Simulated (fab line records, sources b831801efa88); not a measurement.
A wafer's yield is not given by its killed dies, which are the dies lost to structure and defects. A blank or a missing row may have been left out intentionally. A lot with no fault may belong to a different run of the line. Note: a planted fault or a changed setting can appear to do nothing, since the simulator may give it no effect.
A single fault, viewed from 2 desks || flow sky130 || each desk has only its own numbers; what lay behind them comes last

== AT THE TOOL OWNER'S DESK: implanter-03 ==
SKY_NWELL_IMPLANT_12, tool's own readings: per-lot mean of the sampled wafers with a number, covering each lot this tool ran. A lot is out of limits, marked OUT, if its mean lies more than 4 standard deviations from the usual mean; the brackets give that distance.
Columns: A = dose-ions-cm2 at SKY_NWELL_IMPLANT_12, usual 1.3001e+12; B = end-station-pressure-torr at SKY_NWELL_IMPLANT_12, usual 5.05e-06 Torr; C = faraday-current-uA at SKY_NWELL_IMPLANT_12, usual 7.34
{"lot": "L343", "first seen here": "day 6 07:45", "A": 1.3009e+12, "B": 5.12e-06, "C": 7.56}
{"lot": "L346", "first seen here": "day 6 22:57", "A": 1.2998e+12, "B": 5.27e-06, "C": 7.20}
{"lot": "L353", "first seen here": "day 8 17:14", "A": "2.1936e+12 (+99 or more) OUT", "B": 5.44e-06, "C": "12.37 (+34) OUT"}
{"lot": "L354", "first seen here": "day 9 05:41", "A": "2.1940e+12 (+99 or more) OUT", "B": 5.03e-06, "C": "12.05 (+31) OUT"}
This desk's verdict: out of limits on L353, L354, starting with L353 at day 8 17:14 (dose-ions-cm2 at SKY_NWELL_IMPLANT_12). Within limits: L343, L346.

== FROM THE METROLOGY DESK ==
What the gauges read for every lot (on any tool): the sampled wafers with a number, averaged. A lot is out of limits, marked OUT, if its mean lies more than 4 standard deviations from the usual mean; the brackets give that distance.
Columns: A = cd-nm at SKY_FIELD_ISO_CD_MEAS_13, usual 150.0 nm; B = PWDE_TW at SKY_PWDE_TW_MEAS_10, usual 375.2; C = NWELL_RS at SKY_NWELL_RS_MEAS_29, usual 625.4 ohm/sq
{"lot": "L336", "first seen here": "day 2 05:41", "A": 149.7, "B": 377.6, "C": 623.7}
{"lot": "L338", "first seen here": "day 2 16:50", "A": 148.1, "B": 372.0, "C": 625.8}
{"lot": "L339", "first seen here": "day 2 20:20", "A": 150.0, "B": 377.1, "C": 624.8}
{"lot": "L340", "first seen here": "day 3 04:04", "A": 152.6, "B": 371.3, "C": 625.0}
{"lot": "L342", "first seen here": "day 3 13:39", "A": 149.1, "B": 375.4, "C": 625.7}
{"lot": "L343", "first seen here": "day 3 20:24", "A": 149.2, "B": 373.7, "C": 627.9}
{"lot": "L344", "first seen here": "day 4 01:23", "A": 148.5, "B": 377.8, "C": 626.2}
{"lot": "L346", "first seen here": "day 4 09:53", "A": 152.6, "B": 372.3, "C": 626.8}
{"lot": "L353", "first seen here": "day 5 22:16", "A": 147.5, "B": 377.5, "C": "606.0 (-14) OUT"}
{"lot": "L354", "first seen here": "day 6 05:35", "A": 148.9, "B": 380.6, "C": "603.3 (-16) OUT"}
{"lot": "L356", "first seen here": "day 6 13:09", "A": 151.5, "B": 381.2, "C": 626.5}
{"lot": "L357", "first seen here": "day 6 18:02", "A": 150.4, "B": 371.1, "C": 625.7}
{"lot": "L359", "first seen here": "day 7 03:34", "A": 147.8, "B": 377.1, "C": 625.9}
This desk's result: L353, L354 out of limits, first on L353 (NWELL_RS at SKY_NWELL_RS_MEAS_29), day 9 16:18. Within limits: L336, L338, L339, L340, L342, L343, L344, L346, L356, L357, L359.

== PUT TOGETHER ==
The tool owner's desk had the chance to raise an alarm at day 8 17:14 on L353, L354.
At day 9 16:18 the metrology desk could have sounded an alarm, on L353, L354.
Every lot named ran SKY_NWELL_IMPLANT_12 on implanter-03.

== WHAT THE SIMULATOR HAD INSERTED ==
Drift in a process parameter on implanter-03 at SKY_NWELL_IMPLANT_12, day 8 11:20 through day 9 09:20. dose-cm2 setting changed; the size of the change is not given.
Shown lots that were struck: L353, L354.
Time in hours from fault onset to the first out-of-limits reading at each desk: tool owner's desk 6, metrology desk 29.
